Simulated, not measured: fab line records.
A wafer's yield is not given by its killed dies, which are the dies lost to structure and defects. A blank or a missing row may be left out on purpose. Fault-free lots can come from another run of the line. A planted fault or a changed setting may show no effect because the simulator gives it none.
Which tool did it? + flow sky130 + route of 708 steps, sampled at 1 step: 7 lots, 21 wafers

== WHAT THE GAUGES SHOWED, per wafer ==
SKY_VIA2_BOW_MEAS_03.
| lot  | measured     | on            | VIA2_BOW (um) |
|------|--------------|---------------|---------------|
| L318 | day 35 15:13 | film-metro-04 | 91 83 82      |
| L322 | day 36 21:52 | film-metro-04 | 89 80 85      |
| L328 | day 40 21:37 | film-metro-02 | 84 89 81      |
| L330 | day 41 01:44 | film-metro-03 | 85 87 98      |
| L334 | day 41 09:04 | film-metro-02 | 71 90 90      |
| L336 | day 41 14:41 | film-metro-04 | 89 90 95      |
| L338 | day 42 06:08 | film-metro-02 | 95 92 85      |

== WHICH TOOL RAN EACH LOT (tool, then ch and the chambers of the sampled wafers, then the start) ==
Before these readings, the record contains no process step.

== THE ANSWER, worked out from the rows above alone ==
Rule: the usual values come from the lots themselves. Put in order of their means at a reading, lots are off if they are a third of the lots or fewer, leave a main group of 4 or more, and stand apart from it by a gap of 3 or more times the standard deviation of the main group's means; of several such gaps the widest counts. A main group is skipped when, at the precision printed for the reading in the tables above, its means are all equal. A lot without any number at a reading at which 4 lots or more have one is off too. All remaining lots with rows at the step are treated as sound.
No lot is off on any of the readings shown, so nothing can be concluded from this.

== WHAT THE SIMULATOR HAD PUT IN ==
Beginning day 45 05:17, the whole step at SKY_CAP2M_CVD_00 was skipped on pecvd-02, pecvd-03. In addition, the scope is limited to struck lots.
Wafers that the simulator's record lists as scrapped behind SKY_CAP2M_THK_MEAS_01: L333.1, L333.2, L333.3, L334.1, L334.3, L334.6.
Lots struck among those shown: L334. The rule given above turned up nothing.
